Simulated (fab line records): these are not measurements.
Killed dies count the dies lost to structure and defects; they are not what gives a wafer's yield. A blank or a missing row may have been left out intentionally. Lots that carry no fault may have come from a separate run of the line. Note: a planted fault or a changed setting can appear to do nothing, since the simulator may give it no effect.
fab line records	flow sky130
[record] lots = 24	wafers = 72	lastDay = 50
route steps=708 shown LOCAL_INTERCONNECT@388 CONTACT@407 VIA2@528 METAL3@535 CAP2M@607
lots untouched by any fault: they come from a run of this same line in which no faults occurred
startH: start of the lot's first displayed wafer, in hours after the record's first day	waitH: time in hours since the lot's previous step	" repeats the value in the row above	L1.1+2: several wafers, shown together as one row	- no value, or no start was given	* or withheld: withheld	< > ~ a bound
route shown NAME@n: names a module that has steps shown in the file, with the first one's number in the route	usual: average and standard deviation across the fault-free wafers	same: alike in all rows	chamber/n: place in a boat	sites: readings site by site	_std_site: their standard deviation	_edge_site: mean of outer sites minus mean of inner sites	radiusMm: for every site, how far away it sits from the centre of the wafer	mask NAME#n: copy n	behind: the most recent tool/chamber to have shaped the wafer	hold: cause of the lot's hold/its duration in hours/its outcome	device: transistor that didn't switch, given as n, p or np	end of line: the tests these same wafers got at the end of their route	step lacking rows: just its recipe	killed: count of dies lost to structure and defects at first sort (not the wafer's yield)	map: a wafer's dies, marking killed ones x, the rest . and places with no die _
set.NAME: setting as actually run; set.NAME@STEP: the setting as run at that earlier step	model.NAME: the simulator's own value behind a step, which no gauge read
route steps across a sampled set of lots; one table per step, one row per wafer
services: a tool's chamber out of use, with start hour (startH, from the record's first day; less than 0 if before it), hours out, and reason
[[steps]]
[step SKY_LOCAL_INTERCONNECT_RS_MEAS_01]
[recipe] thkMeasGauge = four-point-probe	reads = TiN_of_LOCAL_INTERCONNECT_SPUTTER_00
[usual] LOCAL_INTERCONNECT_TIN_RS = 14.07/0.19
lot.wafer	tool	chamber	startH	waitH	LOCAL_INTERCONNECT_TIN_RS[ohm/sq]
L074.4	filmMetro-01	-	678.66	0.1	13.94
L074.5	"	-	"	"	14.00
L074.6	"	-	"	"	13.75
L076.2	filmMetro-03	-	688.86	0.1	14.37
L076.3	"	-	"	"	14.15
L076.6	"	-	"	"	14.36
L075.1	filmMetro-02	-	690.89	0.0	13.91
L075.2	"	-	"	"	13.92
L075.3	"	-	"	"	13.82
L078.4	filmMetro-01	-	715.51	0.1	14.20
L078.5	"	-	"	"	14.16
L078.6	"	-	"	"	14.17
L077.2	filmMetro-01	-	721.72	0.1	13.99
L077.3	"	-	"	"	14.12
L077.5	"	-	"	"	13.89
L079.1	filmMetro-01	-	727.54	0.0	14.06
L079.2	"	-	"	"	14.22
L079.5	"	-	"	"	14.21
L080.2	filmMetro-03	-	739.03	0.1	14.12
L080.3	"	-	"	"	13.83
L080.6	"	-	"	"	13.85
L081.2	filmMetro-02	-	741.96	0.1	14.00
L081.5	"	-	"	"	13.97
L081.6	"	-	"	"	14.14
L082.3	filmMetro-01	-	751.12	0.1	14.05
L082.4	"	-	"	"	13.99
L082.6	"	-	"	"	13.95
L083.1	filmMetro-02	-	755.87	0.0	14.07
L083.5	"	-	"	"	14.04
L083.6	"	-	"	"	14.28
L084.2	filmMetro-01	-	773.98	0.1	14.16
L084.3	"	-	"	"	14.06
L084.4	"	-	"	"	14.30
L086.2	filmMetro-03	-	778.92	0.1	14.49
L086.3	"	-	"	"	14.46
L086.6	"	-	"	"	14.36
L085.1	filmMetro-01	-	781.10	0.0	13.84
L085.4	"	-	"	"	13.84
L085.6	"	-	"	"	13.76
L088.2	filmMetro-02	-	785.97	0.1	13.84
L088.4	"	-	"	"	14.04
L088.5	"	-	"	"	13.99
L087.2	filmMetro-01	-	791.86	0.1	14.18
L087.3	"	-	"	"	14.39
L087.4	"	-	"	"	14.11
L089.2	filmMetro-03	-	797.18	0.1	14.37
L089.5	"	-	"	"	14.40
L089.6	"	-	"	"	14.31
L090.1	filmMetro-02	-	798.29	0.0	13.88
L090.2	"	-	"	"	13.79
L090.6	"	-	"	"	13.94
L091.2	filmMetro-03	-	813.14	0.1	13.81
L091.4	"	-	"	"	14.11
L091.5	"	-	"	"	13.83
L092.1	filmMetro-03	-	819.35	0.0	14.10
L092.2	"	-	"	"	13.97
L092.4	"	-	"	"	13.94
L093.1	filmMetro-01	-	824.86	0.0	14.13
L093.2	"	-	"	"	14.08
L093.6	"	-	"	"	14.23
L094.3	filmMetro-03	-	832.47	0.1	13.91
L094.4	"	-	"	"	13.91
L094.5	"	-	"	"	13.73
L095.3	filmMetro-03	-	842.98	0.1	13.89
L095.5	"	-	"	"	14.13
L095.6	"	-	"	"	13.96
L096.1	filmMetro-01	-	862.70	0.0	14.25
L096.3	"	-	"	"	14.27
L096.5	"	-	"	"	14.29
L097.1	filmMetro-02	-	866.95	0.0	14.20
L097.5	"	-	"	"	14.15
L097.6	"	-	"	"	13.86
[step SKY_CONTACT_THK_MEAS_01]
[recipe] reads = Si3N4_of_CONTACT_CVD_00
[usual] CONTACT_CVD_00_THK = 74.8/0.98
lot.wafer	tool	chamber	startH	waitH	CONTACT_CVD_00_THK[nm]
L074.4	filmMetro-03	-	708.38	-	75.6
L074.5	"	-	"	"	75.6
L074.6	"	-	"	"	75.6
L076.2	filmMetro-03	-	717.31	-	73.7
L076.3	"	-	"	"	73.4
L076.6	"	-	"	"	74.7
L075.1	filmMetro-01	-	720.63	-	73.9
L075.2	"	-	"	"	73.0
L075.3	"	-	"	"	73.8
L078.4	filmMetro-04	-	743.81	-	75.5
L078.5	"	-	"	"	75.4
L078.6	"	-	"	"	75.3
L077.2	filmMetro-01	-	749.39	-	73.0
L077.3	"	-	"	"	74.0
L077.5	"	-	"	"	75.5
L079.1	filmMetro-01	-	756.07	-	74.2
L079.2	"	-	"	"	74.5
L079.5	"	-	"	"	75.2
L080.2	filmMetro-01	-	768.11	-	75.4
L080.3	"	-	"	"	75.0
L080.6	"	-	"	"	75.1
L081.2	filmMetro-01	-	771.50	-	74.1
L081.5	"	-	"	"	76.2
L081.6	"	-	"	"	75.9
L082.3	filmMetro-01	-	780.23	-	74.3
L082.4	"	-	"	"	74.5
L082.6	"	-	"	"	75.8
L083.1	filmMetro-03	-	785.11	-	73.6
L083.5	"	-	"	"	77.4
L083.6	"	-	"	"	76.1
L084.2	filmMetro-01	-	802.29	-	73.8
L084.3	"	-	"	"	74.9
L084.4	"	-	"	"	75.4
L086.2	filmMetro-01	-	806.66	-	74.5
L086.3	"	-	"	"	74.4
L086.6	"	-	"	"	74.2
L085.1	filmMetro-03	-	810.08	-	72.8
L085.4	"	-	"	"	75.0
L085.6	"	-	"	"	74.1
L088.2	filmMetro-04	-	813.89	-	73.9
L088.4	"	-	"	"	74.9
L088.5	"	-	"	"	74.4
L087.2	filmMetro-03	-	819.82	-	73.6
L087.3	"	-	"	"	73.7
L087.4	"	-	"	"	75.4
L089.2	filmMetro-01	-	825.28	-	74.8
L089.5	"	-	"	"	76.0
L089.6	"	-	"	"	75.6
L090.1	filmMetro-04	-	826.35	-	74.9
L090.2	"	-	"	"	73.6
L090.6	"	-	"	"	75.1
L091.2	filmMetro-04	-	840.63	-	73.9
L091.4	"	-	"	"	74.2
L091.5	"	-	"	"	74.4
L092.1	filmMetro-01	-	846.34	-	75.5
L092.2	"	-	"	"	75.7
L092.4	"	-	"	"	75.3
L093.1	filmMetro-04	-	852.36	-	73.5
L093.2	"	-	"	"	75.0
L093.6	"	-	"	"	75.8
L094.3	filmMetro-01	-	858.71	-	73.9
L094.4	"	-	"	"	75.4
L094.5	"	-	"	"	75.0
L095.3	filmMetro-04	-	870.07	-	74.1
L095.5	"	-	"	"	77.1
L095.6	"	-	"	"	74.5
L096.1	filmMetro-01	-	888.58	-	75.0
L096.3	"	-	"	"	76.6
L096.5	"	-	"	"	75.2
L097.1	filmMetro-01	-	893.22	-	73.7
L097.5	"	-	"	"	75.7
L097.6	"	-	"	"	74.4
[step SKY_CONTACT_STRIP_19]
[recipe] chemistry = O2/N2	powerW = 1400	pressureMtorr = 1500	platenTempC = withheld	o2FlowSccm = 3000	n2FlowSccm = 300	overashFraction = 0.5
[usual] chamberPressureMTorr = 1500.0/1.5	drypumpMotorCurrentA = 5.9/0.35	o2FlowSccm = 2999/9.1	oesProductAu = 0.381/0.005	stripTimeToEndpointS = 3.62/0.03
lot.wafer	tool	chamber	startH	waitH	chamberPressureMTorr	drypumpMotorCurrentA	o2FlowSccm	oesProductAu	rfHoursCounterH	stripTimeToEndpointS
L074.4	plasmaAsher-01	0	736.18	-	1499.2	5.3	2986	0.381	-	3.62
L074.5	"	0	"	"	1501.4	5.3	2990	0.386	-	3.60
L074.6	"	1	"	"	1497.3	6.2	3000	0.385	-	3.67
L076.2	plasmaAsher-02	0	745.24	-	1498.9	5.9	3009	0.372	0	3.66
L076.3	"	0	"	"	1501.9	5.9	3025	0.379	-	3.67
L076.6	"	1	"	"	1501.0	5.6	3007	0.381	-	3.61
L075.1	plasmaAsher-01	1	748.65	-	1500.1	6.2	2992	0.387	29	3.61
L075.2	"	0	"	"	1499.8	5.3	3004	0.383	29	3.58
L075.3	"	0	"	"	1501.1	5.3	3002	0.385	-	3.62
L078.4	plasmaAsher-03	0	772.35	-	1503.0	6.3	2999	0.372	-	3.62
L078.5	"	0	"	"	1499.9	6.3	2983	0.383	-	3.65
L078.6	"	1	"	"	1498.6	5.7	2990	0.383	-	3.58
L077.2	plasmaAsher-03	0	777.04	-	1500.8	6.3	2986	0.379	93	3.65
L077.3	"	1	"	"	1501.2	5.7	3008	0.387	-	3.65
L077.5	"	1	"	"	1499.8	5.7	3009	0.375	-	3.60
L079.1	plasmaAsher-03	1	784.30	-	1496.7	5.7	3008	0.385	94	3.59
L079.2	"	0	"	"	1496.8	6.3	3001	0.372	94	3.59
L079.5	"	1	"	"	1501.0	5.7	3015	0.370	-	3.60
L080.2	plasmaAsher-03	1	796.07	-	1500.5	5.7	3013	0.381	95	3.61
L080.3	"	0	"	"	1497.5	6.3	3007	0.383	-	3.68
L080.6	"	1	"	"	1500.6	5.7	3011	0.384	-	3.62
L081.2	plasmaAsher-01	0	799.62	-	1500.6	5.3	3005	0.389	34	3.67
L081.5	"	0	"	"	1502.1	5.3	2992	0.378	-	3.62
L081.6	"	1	"	"	1500.2	6.3	2981	0.386	-	3.62
L082.3	plasmaAsher-02	0	808.00	-	1498.8	5.9	2985	0.383	-	3.63
L082.4	"	1	"	"	1500.7	5.6	2999	0.379	-	3.59
L082.6	"	0	"	"	1500.0	5.9	2993	0.384	-	3.66
L083.1	plasmaAsher-03	1	812.80	-	1499.9	5.7	2995	0.371	97	3.56
L083.5	"	1	"	"	1498.1	5.7	2993	0.384	-	3.56
L083.6	"	0	"	"	1499.0	6.3	2999	0.383	-	3.56
L084.2	plasmaAsher-03	0	829.05	-	1499.6	6.3	2984	0.383	99	3.61
L084.3	"	1	"	"	1498.0	5.7	2989	0.379	-	3.65
L084.4	"	0	"	"	1498.6	6.3	2993	0.385	-	3.60
L086.2	plasmaAsher-03	0	834.02	-	1501.7	6.3	2980	0.371	99	3.57
L086.3	"	1	"	"	1498.9	5.7	2993	0.374	-	3.61
L086.6	"	1	"	"	1498.7	5.7	3014	0.390	-	3.62
L085.1	plasmaAsher-02	1	837.17	-	1502.3	5.6	2986	0.381	8	3.61
L085.4	"	0	"	"	1497.6	5.9	2998	0.379	-	3.63
L085.6	"	0	"	"	1499.3	5.9	2996	0.388	-	3.61
L088.2	plasmaAsher-03	0	840.71	-	1498.3	6.3	2997	0.383	100	3.65
L088.4	"	1	"	"	1499.2	5.7	3004	0.377	-	3.65
L088.5	"	0	"	"	1500.4	6.3	3005	0.382	-	3.65
L087.2	plasmaAsher-02	1	846.67	-	1500.6	5.6	2994	0.377	9	3.62
L087.3	"	0	"	"	1500.7	5.9	3008	0.378	-	3.60
L087.4	"	1	"	"	1500.0	5.6	3016	0.388	-	3.60
L089.2	plasmaAsher-03	0	852.27	-	1499.9	6.3	2994	0.375	101	3.64
L089.5	"	1	"	"	1501.1	5.7	3000	0.388	-	3.64
L089.6	"	0	"	"	1502.3	6.3	2979	0.381	-	3.65
L090.1	plasmaAsher-03	0	853.27	-	1500.2	6.3	2992	0.376	101	3.62
L090.2	"	1	"	"	1499.8	5.7	3007	0.379	101	3.55
L090.6	"	1	"	"	1500.6	5.7	3009	0.376	-	3.59
L091.2	plasmaAsher-01	1	867.54	-	1498.7	6.2	2989	0.386	41	3.60
L091.4	"	0	"	"	1499.3	5.3	3012	0.386	-	3.64
L091.5	"	1	"	"	1501.8	6.2	2996	0.380	-	3.62
L092.1	plasmaAsher-02	1	873.19	-	1499.0	5.6	3000	0.386	11	3.62
L092.2	"	0	"	"	1500.4	5.9	2999	0.382	11	3.68
L092.4	"	1	"	"	1501.2	5.6	3009	0.381	-	3.59
L093.1	plasmaAsher-02	1	877.75	-	1498.3	5.6	3000	0.384	12	3.61
L093.2	"	0	"	"	1499.5	5.9	2993	0.378	12	3.59
L093.6	"	1	"	"	1499.9	5.6	3004	0.384	-	3.64
L094.3	plasmaAsher-03	0	884.93	-	1501.4	6.3	3003	0.398	-	3.66
L094.4	"	1	"	"	1500.9	5.7	3011	0.372	-	3.57
L094.5	"	1	"	"	1499.7	5.7	3002	0.379	-	3.61
L095.3	plasmaAsher-01	1	896.29	-	1498.6	6.3	2979	0.371	-	3.62
L095.5	"	1	"	"	1498.3	6.3	2995	0.383	-	3.58
L095.6	"	0	"	"	1500.1	5.3	3008	0.376	-	3.61
L096.1	plasmaAsher-01	1	915.09	-	1505.3	6.2	2999	0.387	46	3.68
L096.3	"	0	"	"	1501.7	5.3	2986	0.388	-	3.69
L096.5	"	1	"	"	1500.8	6.2	3005	0.388	-	3.62
L097.1	plasmaAsher-03	0	918.90	-	1501.0	6.4	3002	0.378	108	3.61
L097.5	"	1	"	"	1503.1	5.7	3002	0.373	-	3.62
L097.6	"	0	"	"	1500.5	6.4	3004	0.385	-	3.62
[step SKY_VIA2_CVD_21]
[recipe] material = W	targetThkNm = 420	timeS = 126.4	tempC = 400	pressureTorr = 40
[usual] heaterPowerOuterW = 536/24	heaterPowerW = 909/49
lot.wafer	tool	chamber	startH	waitH	heaterPowerOuterW	heaterPowerW	sinceWetCleanH
L074.4	cvdW-02	0	850.37	0.0	517	906	-
L074.5	"	1	"	"	531	811	-
L074.6	"	0	"	"	517	879	-
L076.2	cvdW-01	0	859.55	0.0	554	968	956
L076.3	"	1	"	"	542	955	-
L076.6	"	1	"	"	545	976	-
L075.1	cvdW-01	1	863.28	0.0	545	968	959
L075.2	"	0	"	"	566	941	959
L075.3	"	0	"	"	555	949	-
L078.4	cvdW-01	1	884.21	0.1	544	972	-
L078.5	"	1	"	"	549	964	-
L078.6	"	0	"	"	555	938	-
L077.2	cvdW-02	0	889.40	0.0	524	932	485
L077.3	"	0	"	"	501	933	-
L077.5	"	0	"	"	531	907	-
L079.1	cvdW-01	0	896.51	0.0	570	950	993
L079.2	"	1	"	"	540	988	993
L079.5	"	1	"	"	545	956	-
L080.2	cvdW-02	0	906.13	0.0	519	915	502
L080.3	"	0	"	"	531	901	-
L080.6	"	0	"	"	522	898	-
L081.2	cvdW-02	0	910.50	0.0	512	891	507
L081.5	"	1	"	"	522	806	-
L081.6	"	0	"	"	529	922	-
L082.3	cvdW-01	1	918.35	0.1	526	913	-
L082.4	"	0	"	"	572	948	-
L082.6	"	0	"	"	561	979	-
L083.1	cvdW-01	1	921.80	0.0	504	896	4
L083.5	"	1	"	"	522	903	-
L083.6	"	0	"	"	575	958	-
L084.2	cvdW-02	1	936.47	0.0	516	816	532
L084.3	"	1	"	"	537	831	-
L084.4	"	0	"	"	528	917	-
L086.2	cvdW-01	1	939.47	0.0	513	910	21
L086.3	"	0	"	"	574	963	-
L086.6	"	0	"	"	559	938	-
L085.1	cvdW-01	1	945.64	0.0	505	900	28
L085.4	"	1	"	"	518	904	-
L085.6	"	1	"	"	510	908	-
L088.2	cvdW-02	1	949.27	0.0	530	848	545
L088.4	"	0	"	"	511	900	-
L088.5	"	0	"	"	521	914	-
L087.2	cvdW-01	1	954.00	0.0	516	915	36
L087.3	"	1	"	"	513	890	-
L087.4	"	0	"	"	561	964	-
L089.2	cvdW-01	0	959.04	0.0	573	958	41
L089.5	"	1	"	"	505	947	-
L089.6	"	0	"	"	568	952	-
L090.1	cvdW-01	1	960.41	0.0	524	895	42
L090.2	"	0	"	"	554	942	42
L090.6	"	1	"	"	508	910	-
L091.2	cvdW-01	1	972.97	0.0	514	876	55
L091.4	"	0	"	"	572	921	-
L091.5	"	1	"	"	511	895	-
L092.1	cvdW-02	0	978.62	0.0	523	923	575
L092.2	"	1	"	"	530	832	575
L092.4	"	0	"	"	520	911	-
L093.1	cvdW-02	0	982.57	0.0	525	923	579
L093.2	"	1	"	"	517	826	579
L093.6	"	1	"	"	512	806	-
L094.3	cvdW-01	1	988.72	0.1	509	890	-
L094.4	"	0	"	"	562	967	-
L094.5	"	1	"	"	516	920	-
L095.3	cvdW-01	0	1000.69	0.1	572	961	-
L095.5	"	0	"	"	577	961	-
L095.6	"	1	"	"	505	891	-
L096.1	cvdW-01	1	1016.06	0.0	501	906	98
L096.3	"	0	"	"	557	939	-
L096.5	"	1	"	"	517	922	-
L097.1	cvdW-02	1	1020.75	0.0	515	809	617
L097.5	"	1	"	"	509	823	-
L097.6	"	0	"	"	532	906	-
[step SKY_METAL3_SPUTTER_03]
[recipe] material = Ti	targetThkNm = 5	powerW = 3000	timeS = 3.3	chamberPressurePa = 0.4
[usual] throttleValvePct = 30.4/1.1
lot.wafer	tool	chamber	startH	waitH	throttleValvePct
L074.4	pvdSputter-04	-	851.03	0.0	30.3
L074.5	"	-	"	"	30.1
L074.6	"	-	"	"	31.6
L076.2	pvdSputter-04	-	860.25	0.0	31.3
L076.3	"	-	"	"	30.0
L076.6	"	-	"	"	31.6
L075.1	pvdSputter-01	-	863.98	0.0	30.7
L075.2	"	-	"	"	28.9
L075.3	"	-	"	"	29.5
L078.4	pvdSputter-04	-	884.87	0.0	32.6
L078.5	"	-	"	"	31.6
L078.6	"	-	"	"	30.0
L077.2	pvdSputter-01	-	890.09	0.0	29.8
L077.3	"	-	"	"	30.4
L077.5	"	-	"	"	29.2
L079.1	pvdSputter-01	-	897.20	0.0	30.2
L079.2	"	-	"	"	30.1
L079.5	"	-	"	"	30.2
L080.2	pvdSputter-01	-	906.83	0.0	29.4
L080.3	"	-	"	"	30.0
L080.6	"	-	"	"	29.5
L081.2	pvdSputter-02	-	911.20	0.0	30.2
L081.5	"	-	"	"	30.5
L081.6	"	-	"	"	31.7
L082.3	pvdSputter-02	-	919.00	0.0	31.7
L082.4	"	-	"	"	30.7
L082.6	"	-	"	"	29.0
L083.1	pvdSputter-01	-	922.49	0.0	30.2
L083.5	"	-	"	"	30.4
L083.6	"	-	"	"	28.8
L084.2	pvdSputter-01	-	937.17	0.0	30.2
L084.3	"	-	"	"	28.7
L084.4	"	-	"	"	28.9
L086.2	pvdSputter-02	-	940.17	0.0	31.9
L086.3	"	-	"	"	30.3
L086.6	"	-	"	"	30.5
L085.1	pvdSputter-01	-	946.34	0.0	30.4
L085.4	"	-	"	"	28.5
L085.6	"	-	"	"	29.8
L088.2	pvdSputter-04	-	949.96	0.0	31.7
L088.4	"	-	"	"	30.0
L088.5	"	-	"	"	31.4
L087.2	pvdSputter-02	-	954.70	0.0	30.6
L087.3	"	-	"	"	31.7
L087.4	"	-	"	"	29.2
L089.2	pvdSputter-04	-	959.73	0.0	31.6
L089.5	"	-	"	"	32.5
L089.6	"	-	"	"	31.7
L090.1	pvdSputter-01	-	961.11	0.0	29.9
L090.2	"	-	"	"	30.3
L090.6	"	-	"	"	30.0
L091.2	pvdSputter-04	-	973.66	0.0	30.0
L091.4	"	-	"	"	32.2
L091.5	"	-	"	"	31.3
L092.1	pvdSputter-02	-	979.32	0.0	30.7
L092.2	"	-	"	"	31.7
L092.4	"	-	"	"	31.6
L093.1	pvdSputter-01	-	983.27	0.0	30.2
L093.2	"	-	"	"	30.7
L093.6	"	-	"	"	28.6
L094.3	pvdSputter-02	-	989.38	0.0	31.7
L094.4	"	-	"	"	30.6
L094.5	"	-	"	"	31.9
L095.3	pvdSputter-04	-	1001.35	0.0	31.7
L095.5	"	-	"	"	31.6
L095.6	"	-	"	"	32.7
L096.1	pvdSputter-01	-	1016.76	0.0	30.1
L096.3	"	-	"	"	28.7
L096.5	"	-	"	"	29.4
L097.1	pvdSputter-04	-	1021.45	0.0	32.8
L097.5	"	-	"	"	31.8
L097.6	"	-	"	"	32.5
[step SKY_CAP2M_THK_MEAS_04]
[recipe] thkMeasGauge = xrf	reads = TiN_of_CAP2M_SPUTTER_02
[usual] CAP2M_TIN_THK = 202.6/2.6
lot.wafer	tool	chamber	startH	waitH	CAP2M_TIN_THK[nm]
L074.4	filmMetro-01	-	931.02	0.1	204.4
L074.5	"	-	"	"	205.4
L074.6	"	-	"	"	204.2
L076.2	filmMetro-01	-	939.58	0.1	202.3
L076.3	"	-	"	"	201.7
L076.6	"	-	"	"	202.5
L075.1	filmMetro-01	-	943.64	0.1	205.7
L075.2	"	-	"	"	204.3
L075.3	"	-	"	"	202.1
L078.4	filmMetro-01	-	963.05	0.1	200.3
L078.5	"	-	"	"	199.5
L078.6	"	-	"	"	200.0
L077.2	filmMetro-02	-	968.00	0.1	207.7
L077.3	"	-	"	"	201.5
L077.5	"	-	"	"	202.8
L079.1	filmMetro-02	-	974.71	0.1	204.8
L079.2	"	-	"	"	205.0
L079.5	"	-	"	"	205.5
L080.2	filmMetro-01	-	984.36	0.1	202.8
L080.3	"	-	"	"	204.1
L080.6	"	-	"	"	203.0
L081.2	filmMetro-02	-	987.85	0.1	204.1
L081.5	"	-	"	"	204.5
L081.6	"	-	"	"	203.2
L082.3	filmMetro-03	-	995.86	0.1	200.3
L082.4	"	-	"	"	196.6
L082.6	"	-	"	"	201.4
L083.1	filmMetro-02	-	998.03	0.1	199.4
L083.5	"	-	"	"	198.1
L083.6	"	-	"	"	200.3
L084.2	filmMetro-02	-	1011.97	0.1	203.7
L084.3	"	-	"	"	202.5
L084.4	"	-	"	"	203.7
L086.2	filmMetro-01	-	1015.70	0.1	202.3
L086.3	"	-	"	"	203.8
L086.6	"	-	"	"	204.5
L085.1	filmMetro-03	-	1020.83	0.1	200.9
L085.4	"	-	"	"	200.8
L085.6	"	-	"	"	199.8
L088.2	filmMetro-02	-	1024.55	0.1	203.1
L088.4	"	-	"	"	200.7
L088.5	"	-	"	"	202.3
L087.2	filmMetro-03	-	1028.06	0.1	203.1
L087.3	"	-	"	"	203.6
L087.4	"	-	"	"	202.1
L089.2	filmMetro-01	-	1033.88	0.1	207.2
L089.5	"	-	"	"	205.8
L089.6	"	-	"	"	209.2
L090.1	filmMetro-01	-	1034.80	0.1	205.4
L090.2	"	-	"	"	205.5
L090.6	"	-	"	"	203.7
L091.2	filmMetro-01	-	1045.43	0.1	202.1
L091.4	"	-	"	"	203.2
L091.5	"	-	"	"	202.0
L092.1	filmMetro-02	-	1050.68	0.1	198.5
L092.2	"	-	"	"	196.1
L092.4	"	-	"	"	199.9
L093.1	filmMetro-01	-	1054.95	0.1	204.7
L093.2	"	-	"	"	206.2
L093.6	"	-	"	"	204.1
L094.3	filmMetro-02	-	1062.08	0.1	202.5
L094.4	"	-	"	"	203.2
L094.5	"	-	"	"	202.9
L095.3	filmMetro-03	-	1072.43	0.1	201.1
L095.5	"	-	"	"	204.7
L095.6	"	-	"	"	203.7
L096.1	filmMetro-02	-	1086.39	0.1	198.3
L096.3	"	-	"	"	199.7
L096.5	"	-	"	"	198.3
L097.1	filmMetro-03	-	1091.20	0.1	199.4
L097.5	"	-	"	"	198.6
L097.6	"	-	"	"	197.7
[[services]]
tool	chamber	startH	hours	kind
plasmaAsher-02	-	717.25	1.3	repair
pvdSputter-04	-	733.63	2.4	repair
plasmaAsher-02	-	733.75	9.0	pm
cvdW-02	1	737.52	2.4	repair
pvdSputter-04	-	745.15	0.5	repair
pvdSputter-02	-	748.00	1.4	repair
pvdSputter-01	0	754.10	-	consumableReplace:kit
cvdW-02	-	792.23	3.9	repair
plasmaAsher-02	-	792.56	14.6	pm
cvdW-02	0	814.78	11.1	repair
cvdW-01	-	849.63	6.9	pm
plasmaAsher-03	-	872.48	0.4	repair
plasmaAsher-02	-	902.56	6.1	repair
cvdW-01	-	904.00	14.0	pm
cvdW-01	0	904.00	14.0	ventCycle
cvdW-01	1	904.00	14.0	ventCycle
pvdSputter-04	-	909.72	5.0	repair
cvdW-01	0	918.00	-	clean
cvdW-01	1	918.00	-	clean
pvdSputter-01	-	923.22	5.2	repair
plasmaAsher-01	-	923.72	4.0	repair
cvdW-02	-	925.78	2.8	pm
pvdSputter-04	-	953.60	0.5	repair
plasmaAsher-02	-	1019.84	2.8	pm
[[key]]
fault none
